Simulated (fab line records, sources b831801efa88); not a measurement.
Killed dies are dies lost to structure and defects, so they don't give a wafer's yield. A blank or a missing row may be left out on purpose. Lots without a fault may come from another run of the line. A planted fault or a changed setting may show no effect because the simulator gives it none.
fab line records | flow sky130
record lots=6 wafers=18 last_day=49
route steps=708 shown LDD_P@263 LDD_HVN@267 LDD_HVP@278 PAD_OPEN@708
lots that met no fault: from a run of the same line without faults
start_h: hours from the record's first day to the start of the lot's first wafer shown | wait_h: hours since the lot's step before | " the same as in the row above | L1.1+2: a row that stands for several wafers | - no value, or no start given | * or withheld: withheld | < > ~ a bound
route shown NAME@n: a module of which the file shows steps, and the number in the route of the first | usual: mean/standard deviation of fault-free wafers | same: alike in all rows | chamber/n: place in a boat | sites: the reading at each site | _std_site: their standard deviation | _edge_site: outer sites' mean less inner sites' | radius_mm: how far each site lies from the wafer's centre | mask NAME#n: copy n | behind: the tool/chamber that last shaped the wafer | hold: why the lot was held/for how many hours/how that ended | device: the transistor (n, p or np) that didn't switch | end of line: the same wafers' tests at the end of the route | a step without rows: its recipe alone | killed: dies lost to structure and defects at the first sort, not the wafer's yield | map: a wafer's dies, x killed, . not, _ none there
set.NAME: the setting as run; set.NAME@STEP: as run at that earlier step | model.NAME: the simulator's own value behind a step, which no gauge read
lots at some steps of the route; a table a step, a row a wafer
services: from which hour (start_h, from the record's first day; less than 0 if before it) a tool's chamber was out of use, for how many hours, and why
## steps
# step SKY_LDD_P_OVL_MEAS_08
# usual LDD_P_OVL=-0.3/1.3
# columns lot.wafer tool chamber start_h wait_h LDD_P_OVL[nm]
L693.4 overlay-01 - 443.82 0.1 -1.1
L693.5 " - " " -1.0
L693.6 " - " " 0.2
L695.2 overlay-01 - 469.39 0.1 -2.4
L695.4 " - " " 0.1
L695.5 " - " " -1.1
L708.1 overlay-01 - 575.53 0.1 -2.1
L708.3 " - " " -2.1
L708.5 " - " " -2.5
L709.3 overlay-01 - 579.42 0.1 0.0
L709.4 " - " " 2.0
L709.6 " - " " 2.3
L710.2 overlay-01 - 580.91 0.1 -0.1
L710.3 " - " " -1.7
L710.4 " - " " -0.6
L711.2 overlay-02 - 598.31 0.1 0.3
L711.4 " - " " 0.1
L711.6 " - " " 0.3
# step SKY_LDD_P_IMPLANT_09
# recipe species=BF2 energy_kev=25 dose_cm2=1e+13 tilt_deg=withheld
# step SKY_LDD_P_STRIP_10
# recipe chemistry=O2/N2 power_w=1400 pressure_mtorr=1500 platen_temp_c=withheld o2_flow_sccm=3000 n2_flow_sccm=300 overash_fraction=0.5
# usual drypump_motor_current_A=5.6/0.4 oes_product_au=0.716/0.0047 strip_time_to_endpoint_s=14.18/0.042
# columns lot.wafer tool chamber start_h wait_h drypump_motor_current_A oes_product_au rf_hours_counter_h strip_time_to_endpoint_s
L693.4 plasma_asher-03 0 444.02 0.1 5.3 0.718 - 14.19
L693.5 " 0 " " 5.3 0.713 - 14.18
L693.6 " 1 " " 5.4 0.713 - 14.19
L695.2 plasma_asher-02 0 469.57 0.1 6.4 0.717 77 14.14
L695.4 " 1 " " 5.4 0.715 - 14.16
L695.5 " 0 " " 6.4 0.707 - 14.19
L708.1 plasma_asher-03 1 575.72 0.1 5.4 0.716 15 14.12
L708.3 " 0 " " 5.3 0.712 - 14.17
L708.5 " 0 " " 5.3 0.713 - 14.16
L709.3 plasma_asher-03 0 579.62 0.1 5.3 0.716 - 14.20
L709.4 " 1 " " 5.4 0.709 - 14.24
L709.6 " 0 " " 5.3 0.709 - 14.22
L710.2 plasma_asher-04 0 581.09 0.1 5.4 0.719 75 14.14
L710.3 " 0 " " 5.4 0.715 - 14.10
L710.4 " 1 " " 5.8 0.713 - 14.12
L711.2 plasma_asher-02 1 598.49 0.1 5.4 0.714 90 14.23
L711.4 " 0 " " 6.4 0.716 - 14.25
L711.6 " 0 " " 6.3 0.722 - 14.21
# step SKY_LDD_P_TW_MEAS_11
# usual LDD_P_TW=628/3.6
# columns lot.wafer tool chamber start_h wait_h LDD_P_TW
L693.4 film_metro-01 - 444.12 0.1 621
L693.5 " - " " 627
L693.6 " - " " 626
L695.2 film_metro-01 - 469.68 0.1 621
L695.4 " - " " 625
L695.5 " - " " 626
L708.1 film_metro-01 - 575.82 0.1 630
L708.3 " - " " 629
L708.5 " - " " 623
L709.3 film_metro-03 - 579.71 0.1 630
L709.4 " - " " 633
L709.6 " - " " 631
L710.2 film_metro-01 - 581.20 0.1 633
L710.3 " - " " 629
L710.4 " - " " 630
L711.2 film_metro-04 - 598.60 0.1 630
L711.4 " - " " 633
L711.6 " - " " 626
# step SKY_LDD_HVN_DEHYDRATE_00
# recipe temp_c=200 time_s=60
# step SKY_LDD_HVN_HMDS_01
# recipe prime_time_s=60 prime_temp_c=120
# step SKY_LDD_HVN_COAT_02
# recipe resist=NOVOLAK spin_rpm=3000 resist_thk_nm=300
# step SKY_LDD_HVN_SOFTBAKE_03
# recipe temp_c=90 time_s=60 resist=NOVOLAK
# step SKY_LDD_HVN_EXPOSE_04
# recipe mask_id=HVNTM na=0.6 source_shape=conventional sigma_outer=0.6 polarization=unpolarized target_cd_nm=700 dose_mj=127
# step SKY_LDD_HVN_PEB_05
# recipe temp_c=withheld time_s=* resist=NOVOLAK
# step SKY_LDD_HVN_DEVELOP_06
# recipe resist=NOVOLAK developer=TMAH develop_time_s=60 dev_temp_c=23
# step SKY_LDD_HVN_OVL_MEAS_07
# usual LDD_HVN_OVL=1.0/1.7
# columns lot.wafer tool chamber start_h wait_h LDD_HVN_OVL[nm]
L693.4 overlay-02 - 474.85 0.1 1.9
L693.5 " - " " 2.2
L693.6 " - " " 0.5
L695.2 overlay-02 - 499.42 0.1 1.7
L695.4 " - " " 1.7
L695.5 " - " " 1.2
L708.1 overlay-02 - 605.48 0.1 5.1
L708.3 " - " " 5.6
L708.5 " - " " 5.1
L709.3 overlay-02 - 608.73 0.1 1.4
L709.4 " - " " 0.1
L709.6 " - " " -0.3
L710.2 overlay-02 - 610.32 0.1 -0.8
L710.3 " - " " 0.1
L710.4 " - " " -0.3
L711.2 overlay-02 - 627.54 0.1 -0.1
L711.4 " - " " 2.0
L711.6 " - " " 1.1
# step SKY_LDD_HVN_IMPLANT_08
# recipe species=P energy_kev=60 dose_cm2=3e+13 tilt_deg=40
# usual dose_ions_cm2=3e+13/3e+10
# columns lot.wafer tool chamber start_h wait_h dose_ions_cm2
L693.4 implanter-04 0 474.94 0.1 3.003e+13
L693.5 " 0 " " 2.999e+13
L693.6 " 0 " " 2.997e+13
L695.2 implanter-03 0 499.48 0.0 3.001e+13
L695.4 " 0 " " 2.995e+13
L695.5 " 0 " " 2.994e+13
L708.1 implanter-03 0 605.52 0.0 3.004e+13
L708.3 " 0 " " 2.996e+13
L708.5 " 0 " " 3.001e+13
L709.3 implanter-03 0 608.80 0.1 2.998e+13
L709.4 " 0 " " 2.999e+13
L709.6 " 0 " " 2.996e+13
L710.2 implanter-02 0 610.38 0.0 2.998e+13
L710.3 " 0 " " 3.003e+13
L710.4 " 0 " " 3e+13
L711.2 implanter-04 0 627.59 0.0 3.002e+13
L711.4 " 0 " " 2.999e+13
L711.6 " 0 " " 3.001e+13
# step SKY_LDD_HVN_STRIP_09
# recipe chemistry=O2/N2 power_w=1400 pressure_mtorr=1500 platen_temp_c=withheld o2_flow_sccm=3000 n2_flow_sccm=300 overash_fraction=0.5
# usual drypump_motor_current_A=5.44/0.18 oes_product_au=0.409/0.0047 strip_time_to_endpoint_s=4.137/0.014
# columns lot.wafer tool chamber start_h wait_h drypump_motor_current_A oes_product_au rf_hours_counter_h strip_time_to_endpoint_s
L693.4 plasma_asher-01 1 475.05 0.1 5.30 0.402 - 4.134
L693.5 " 1 " " 5.28 0.403 - 4.111
L693.6 " 0 " " 5.33 0.416 - 4.113
L695.2 plasma_asher-04 1 499.60 0.1 5.79 0.410 68 4.135
L695.4 " 1 " " 5.81 0.403 - 4.143
L695.5 " 1 " " 5.77 0.415 - 4.147
L708.1 plasma_asher-03 1 605.67 0.1 5.41 0.408 18 4.156
L708.3 " 0 " " 5.34 0.411 - 4.131
L708.5 " 1 " " 5.38 0.402 - 4.124
L709.3 plasma_asher-03 0 608.93 0.1 5.28 0.422 - 4.144
L709.4 " 1 " " 5.36 0.414 - 4.157
L709.6 " 0 " " 5.29 0.401 - 4.139
L710.2 plasma_asher-01 1 610.50 0.1 5.35 0.413 50 4.110
L710.3 " 1 " " 5.38 0.411 - 4.139
L710.4 " 0 " " 5.39 0.407 - 4.131
L711.2 plasma_asher-03 0 627.72 0.1 5.23 0.416 20 4.167
L711.4 " 1 " " 5.37 0.401 - 4.142
L711.6 " 1 " " 5.38 0.403 - 4.144
# step SKY_LDD_HVN_TW_MEAS_10
# usual LDD_HVN_TW=1418/7.5
# columns lot.wafer tool chamber start_h wait_h LDD_HVN_TW
L693.4 film_metro-01 - 475.15 0.1 1406
L693.5 " - " " 1404
L693.6 " - " " 1407
L695.2 film_metro-04 - 499.71 0.1 1417
L695.4 " - " " 1428
L695.5 " - " " 1421
L708.1 film_metro-01 - 605.77 0.1 1420
L708.3 " - " " 1361
L708.5 " - " " 1430
L709.3 film_metro-01 - 609.02 0.1 1365
L709.4 " - " " 1430
L709.6 " - " " 1365
L710.2 film_metro-02 - 610.61 0.1 1407
L710.3 " - " " 1411
L710.4 " - " " 1405
L711.2 film_metro-01 - 627.83 0.1 1415
L711.4 " - " " 1419
L711.6 " - " " 1418
# step SKY_LDD_HVP_DEHYDRATE_00
# recipe temp_c=200 time_s=60
# step SKY_PAD_OPEN_PROBE_99
# usual killed_at_M0_to_M3=43/7.4 killed_at_M4_up=3.3/2 killed_at_contacts=24/5.4 killed_at_front_end=16/4.2 killed_at_other=0.3/0.61 killed_dies=87/9.4 killed_open=47/7.3 killed_short=40/6.7
# same gross_dies=492 killed_at_back_side=0
# columns lot.wafer tool chamber start_h wait_h killed_at_M0_to_M3 killed_at_M4_up killed_at_contacts killed_at_front_end killed_at_other killed_dies killed_open killed_short model.etest.tip_n_5v.rs_ohm_sq model.etest.tip_n_5v.rs_ohm_sq_range model.etest.tip_n_5v.rs_ohm_sq_rim_less_centre model.etest.nfet_g5v0d10v5.r_on_ohm_um model.etest.nfet_g5v0d10v5.vt_sat_v model.etest.nfet_g5v0d10v5.vt_v_range
L693.4 prober-02 - 1083.20 0.2 55 2 26 14 0 97 61 36 1362 38.84 11.77 1853 0.7832 0.01175
L693.5 prober-02 - 1083.25 0.2 42 5 30 20 0 97 54 42 1376 42.44 14.28 1858 0.7764 0.01727
L693.6 prober-02 - 1083.30 0.2 45 0 25 15 0 85 38 46 1365 20.98 7.039 1879 0.7682 0.01436
L695.2 prober-02 - 1099.48 0.1 41 3 25 16 0 85 49 36 1398 22.81 2.389 1910 0.7771 0.013
L695.4 prober-02 - 1099.58 0.2 41 4 18 17 1 81 45 36 1401 30.5 -16.82 1916 0.7704 0.01454
L695.5 prober-02 - 1099.63 0.2 42 2 25 21 1 91 47 43 1403 20.56 10.06 1917 0.7713 0.01933
L708.1 prober-02 - 1169.14 0.1 42 3 36 16 0 97 53 43 1424 31.7 -2.983 1900 0.772 0.01081
L708.3 prober-02 - 1169.24 0.2 36 3 36 32 0 107 65 41 1662 204.8 -85.14 1949 0.7768 0.0214
L708.5 prober-02 - 1169.34 0.2 42 7 22 21 0 92 47 45 1426 41.1 -2.284 1905 0.7638 0.01753
L710.2 prober-02 - 1172.60 0.1 42 3 30 16 0 91 47 44 1395 37.11 -7.961 1849 0.7569 0.01673
L710.3 prober-02 - 1172.65 0.2 44 3 19 22 0 88 49 39 1408 33.34 -3.762 1883 0.7544 0.01061
L710.4 prober-02 - 1172.70 0.2 32 4 23 16 0 75 36 39 1394 40.81 -30.94 1870 0.7586 0.01849
L709.3 prober-02 - 1175.42 0.2 42 3 27 16 0 88 38 50 1629 238.4 -116.7 1937 0.7902 0.01534
L709.4 prober-02 - 1175.47 0.2 34 4 33 18 0 89 48 41 1397 25.18 1.013 1903 0.7717 0.01709
L709.6 prober-02 - 1175.57 0.2 49 5 24 13 0 91 49 42 1631 235.6 -88.89 1929 0.7789 0.01903
L711.2 prober-01 - 1183.60 0.1 59 1 32 12 1 105 59 46 1367 25.35 11.79 1858 0.7617 0.01183
L711.4 prober-01 - 1183.70 0.2 41 3 18 23 0 85 43 42 1373 33.57 -11.35 1842 0.7461 0.01458
L711.6 prober-01 - 1183.80 0.2 58 12 21 18 0 109 56 53 1359 20.9 0.8373 1875 0.7637 0.01041
# killed by level:class
L693.4 VIA1:geometric_particle:open=14 CONTACT:geometric_particle:open=10 LI_CONTACT:geometric_particle:open=9 VIA2:geometric_particle:open=8 FIELD_ISO:geometric_particle:open=6 METAL2:geometric_particle:short=6 VIA3:geometric_particle:open=6 LI_CONTACT:geometric_particle:short=5
L693.5 CONTACT:geometric_particle:open=12 VIA1:geometric_particle:open=10 LI_CONTACT:geometric_particle:open=10 FIELD_ISO:geometric_particle:open=7 METAL2:geometric_particle:short=7 VIA2:geometric_particle:short=7 FIELD_ISO:geometric_particle:short=6 METAL1:geometric_particle:short=6
L693.6 VIA1:geometric_particle:open=9 CONTACT:geometric_particle:short=7 VIA1:geometric_particle:short=7 METAL2:geometric_particle:short=7 FIELD_ISO:geometric_particle:short=6 CONTACT:geometric_particle:open=6 LI_CONTACT:geometric_particle:open=5 LOCAL_INTERCONNECT:geometric_particle:short=5
L695.2 LI_CONTACT:geometric_particle:open=9 VIA1:geometric_particle:open=8 VIA1:geometric_particle:short=8 CONTACT:geometric_particle:open=8 VIA2:geometric_particle:open=7 FIELD_ISO:geometric_particle:short=5 POLY_GATE:geometric_particle:open=5 METAL3:geometric_particle:short=4
L695.4 VIA2:geometric_particle:open=10 VIA1:geometric_particle:open=8 CONTACT:geometric_particle:open=5 VIA3:geometric_particle:open=4 POLY_GATE:geometric_particle:short=4 LOCAL_INTERCONNECT:geometric_particle:short=4 CONTACT:geometric_particle:short=4 METAL2:geometric_particle:short=4
L695.5 VIA1:geometric_particle:open=9 CONTACT:geometric_particle:open=8 LI_CONTACT:geometric_particle:open=8 METAL2:geometric_particle:short=7 FIELD_ISO:geometric_particle:short=6 CONTACT:geometric_particle:short=6 VIA2:geometric_particle:open=5 VIA3:geometric_particle:open=5
L708.1 CONTACT:geometric_particle:open=14 LI_CONTACT:geometric_particle:open=11 VIA1:geometric_particle:short=9 VIA1:geometric_particle:open=9 VIA3:geometric_particle:open=8 LOCAL_INTERCONNECT:geometric_particle:short=5 METAL1:geometric_particle:short=5 FIELD_ISO:geometric_particle:short=4
L708.3 CONTACT:geometric_particle:open=18 VIA1:geometric_particle:open=13 POLY_GATE:geometric_particle:open=10 CONTACT:geometric_particle:short=10 FIELD_ISO:geometric_particle:short=8 LI_CONTACT:geometric_particle:open=6 VIA3:geometric_particle:open=5 FIELD_ISO:geometric_particle:open=4
L708.5 VIA1:geometric_particle:open=9 METAL1:geometric_particle:short=8 LI_CONTACT:geometric_particle:open=7 CONTACT:geometric_particle:short=6 FIELD_ISO:geometric_particle:short=5 CONTACT:geometric_particle:open=5 POLY_GATE:geometric_particle:open=4 POLY_GATE:geometric_particle:short=4
L710.2 VIA1:geometric_particle:short=10 CONTACT:geometric_particle:open=8 CONTACT:geometric_particle:short=8 LI_CONTACT:geometric_particle:open=7 VIA1:geometric_particle:open=7 VIA3:geometric_particle:open=7 METAL1:geometric_particle:short=6 VIA2:geometric_particle:open=6
L710.3 FIELD_ISO:geometric_particle:short=10 LI_CONTACT:geometric_particle:open=8 VIA1:geometric_particle:short=8 FIELD_ISO:geometric_particle:open=7 VIA3:geometric_particle:open=7 METAL1:geometric_particle:short=7 CONTACT:geometric_particle:open=6 VIA2:geometric_particle:open=6
L710.4 CONTACT:geometric_particle:open=8 FIELD_ISO:geometric_particle:open=7 VIA1:geometric_particle:open=7 LOCAL_INTERCONNECT:geometric_particle:short=6 METAL2:geometric_particle:short=6 VIA1:geometric_particle:short=5 METAL1:geometric_particle:short=4 METAL4:geometric_particle:short=4
L709.3 METAL2:geometric_particle:short=14 VIA1:geometric_particle:open=12 CONTACT:geometric_particle:short=8 LI_CONTACT:geometric_particle:open=7 CONTACT:geometric_particle:open=7 VIA1:geometric_particle:short=6 METAL1:geometric_particle:short=4 FIELD_ISO:geometric_particle:short=3
L709.4 LI_CONTACT:geometric_particle:open=12 VIA1:geometric_particle:open=9 CONTACT:geometric_particle:short=8 CONTACT:geometric_particle:open=7 METAL2:geometric_particle:short=7 FIELD_ISO:geometric_particle:short=6 FIELD_ISO:geometric_particle:open=6 VIA2:geometric_particle:open=6
L709.6 CONTACT:geometric_particle:open=11 VIA1:geometric_particle:open=10 VIA2:geometric_particle:open=8 METAL2:geometric_particle:short=7 CONTACT:geometric_particle:short=6 VIA1:geometric_particle:short=6 METAL1:geometric_particle:short=5 FIELD_ISO:geometric_particle:short=4
L711.2 VIA1:geometric_particle:open=16 CONTACT:geometric_particle:open=14 LI_CONTACT:geometric_particle:open=8 METAL1:geometric_particle:short=8 VIA2:geometric_particle:open=8 VIA2:geometric_particle:short=7 VIA3:geometric_particle:open=6 VIA1:geometric_particle:short=6
L711.4 VIA1:geometric_particle:open=11 FIELD_ISO:geometric_particle:open=6 FIELD_ISO:geometric_particle:short=6 CONTACT:geometric_particle:short=6 METAL1:geometric_particle:short=6 VIA3:geometric_particle:open=6 METAL2:geometric_particle:open=5 LI_CONTACT:geometric_particle:open=4
L711.6 VIA1:geometric_particle:open=13 METAL4:geometric_particle:short=10 METAL2:geometric_particle:short=9 FIELD_ISO:geometric_particle:open=8 METAL1:geometric_particle:short=8 VIA2:geometric_particle:open=7 CONTACT:geometric_particle:short=7 CONTACT:geometric_particle:open=7
## services
# columns tool chamber start_h hours kind
plasma_asher-03 - 421.25 9.0 pm
plasma_asher-03 0 421.25 9.0 vent_cycle
plasma_asher-03 1 421.25 9.0 vent_cycle
implanter-04 - 428.79 6.7 pm
plasma_asher-03 0 430.25 - clean
plasma_asher-03 1 430.25 - clean
plasma_asher-02 - 439.92 2.3 repair
implanter-02 - 452.51 4.5 pm
plasma_asher-02 - 469.74 0.5 repair
plasma_asher-04 - 524.63 2.8 pm
implanter-03 - 547.17 3.6 pm
plasma_asher-04 - 555.81 2.4 repair
plasma_asher-04 - 562.71 0.5 repair
implanter-03 - 571.92 3.4 repair
implanter-03 - 597.21 3.1 repair
implanter-04 - 599.37 2.7 pm
implanter-02 - 605.34 3.0 repair
plasma_asher-03 - 611.41 1.9 repair
plasma_asher-01 - 618.65 1.5 repair
implanter-04 - 619.55 1.3 repair
## key
first_sign step=SKY_LDD_HVN_TW_MEAS_10 reading=LDD_HVN_TW direction=down sigmas=7.2 usual=1418 struck=1364
effect none on later readings
model_effect step=SKY_PAD_OPEN_PROBE_99 value=etest.tip_n_5v.rs_ohm_sq without=1412 struck=1641
met_at SKY_LDD_HVN_IMPLANT_08
struck_wafers L708.3,L709.3,L709.6
tester_left_out L708,L709
onset_between 499.48 605.52
fault kind=process_parameter_drift tool=implanter-03 chamber=- onset_h=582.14 steps=SKY_LDD_HVN_IMPLANT_08 channel=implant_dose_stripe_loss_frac offset=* shape=step end_h=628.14 scope=struck_wafers_only
# tester_left_out: of these lots the tester's yield and bins aren't shown, on N5 and GAA mostly nor the transistor test; their killed dies are dies lost to structure and defects alone, not to doping, threshold or leakage, so they don't give the yield
